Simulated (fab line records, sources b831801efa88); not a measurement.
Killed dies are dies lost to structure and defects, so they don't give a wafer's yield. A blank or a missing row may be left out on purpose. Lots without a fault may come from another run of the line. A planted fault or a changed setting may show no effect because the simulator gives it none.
A struck lot beside a sound one | flow sky130 | 16 steps out of a route of 708
Sound: wafers L252.2, L252.3, L252.5. Struck: wafer L266.4. (L266.2 of the same lot was not struck and is left out.) The cause comes at the end.
At each step with rows: each side's tool, then ch and its chambers, then its first start. Under that, the readings that differ: sound wafers | struck wafers | difference of the means | sigmas: that difference in standard deviations of wafers without a fault.
alike: readings whose means differ by less than 2 such deviations, and words and numbers that are the same on both sides. not compared: withheld readings, readings that some wafer has no value for, bounds like >300 that may hide the same value, and numbers for which the record gives no deviation and whose values overlap.
The two part at a step that has a row with sigmas, a row that says differs or no value, or rows on one side only. Numbers that don't overlap but have no deviation are shown without sigmas and don't part them. A reading that every wafer of one side lacks parts them only if that side has two wafers or more.

first, 3 steps without rows for these wafers: SKY_VIA3_EXPOSE_09 (exposes mask VIM3, target cd 200 nm); SKY_VIA3_PEB_10; SKY_VIA3_DEVELOP_11 (develop time 60 s).
SKY_VIA3_CD_MEAS_12: target cd 200 nm.
  sound on cd_sem-02, day 41 05:12; struck on cd_sem-02, day 44 22:30
  alike: cd_nm
SKY_VIA3_OVL_MEAS_13:
  sound on overlay-02, day 41 05:18; struck on overlay-01, day 44 22:36
  alike: VIA3_OVL
SKY_VIA3_ETCH_14: etches BARC in N2/H2, stops on SiO2, time 45.9 s, target depth 60 nm.
  sound on rie_diel-02 ch 0,2, day 41 05:20; struck on rie_diel-01 ch 0, day 44 22:38
  alike: drypump_motor_current_A, oes_product_au, throttle_valve_pct
  not compared: rf_hours_counter_h
SKY_VIA3_ETCH_15: etches SiO2 in C4F8/O2/Ar, stops on TiN, target depth 507 nm, time 78 s.
  sound on rie_diel-02 ch 0,2, day 41 05:22; struck on rie_diel-01 ch 0, day 44 22:41
  alike: oes_product_au
  not compared: rf_hours_counter_h
SKY_VIA3_STRIP_16: strips in O2/N2.
  sound on plasma_asher-01 ch 1, day 41 05:26; struck on plasma_asher-02 ch 0, day 44 22:44
  alike: drypump_motor_current_A, oes_product_au, strip_time_to_endpoint_s
  not compared: rf_hours_counter_h
then, 3 steps without rows for these wafers: SKY_VIA3_STRIP_17 (strips in post etch residue remover, time 1200 s); SKY_VIA3_CLEAN_18 (cleans in IPA, time 180 s); SKY_VIA3_CLEAN_19 (cleans in O3/DIW).
SKY_VIA3_SPUTTER_20: material TiN, target thk 20 nm, time 80 s.
  sound on pvd_sputter-03, day 41 06:02; struck on pvd_sputter-02, day 44 23:20
  alike: cathode_dc_power_W, throttle_valve_pct
SKY_VIA3_CVD_21: deposits W, target thk 390 nm, time 117.31 s.
  sound on cvd_w-02 ch 0, day 41 06:05; struck on cvd_w-01 ch 1, day 44 23:24
  reading                            | sound             | struck | difference | sigmas
  heater_power_w (W)                 | 903 890 922       | 749    | -156       | -2
  model.W_of_VIA3_CVD_21.thk_nm (nm) | 381.8 386.6 385.1 | 416.9  | +32.4      |
  alike: susceptor_temp_C
SKY_VIA3_RS_MEAS_22: measures by four-point-probe.
  sound on film_metro-02, day 41 06:14; struck on film_metro-02, day 44 23:32
  reading            | sound             | struck | difference | sigmas
  VIA3_W_RS (ohm/sq) | 0.299 0.296 0.298 | 0.274  | -0.024     | -6
SKY_VIA3_THK_MEAS_23: measures by xrf.
  sound on film_metro-02, day 41 06:20; struck on film_metro-02, day 44 23:39
  reading         | sound       | struck | difference | sigmas
  VIA3_W_THK (nm) | 372 380 378 | 412    | +35        | +6
SKY_VIA3_CMP_24: polishes, stops on SiO2, t overpolish 20 s, target thk 0 nm.
  sound on cmp-01 ch 0,3, day 41 06:23; struck on cmp-01 ch 0, day 44 23:42
  alike: motor_current_A

WHERE THEY PART
First at SKY_VIA3_CVD_21; last, within this record, at SKY_VIA3_THK_MEAS_23. Later steps at which nothing parts them and some readings are alike: SKY_VIA3_CMP_24.

WHY: what the simulator had put in
Process parameter drift: cvd_w-01, from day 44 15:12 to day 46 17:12, at SKY_VIA3_CVD_21. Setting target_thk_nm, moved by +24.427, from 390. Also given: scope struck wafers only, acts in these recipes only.
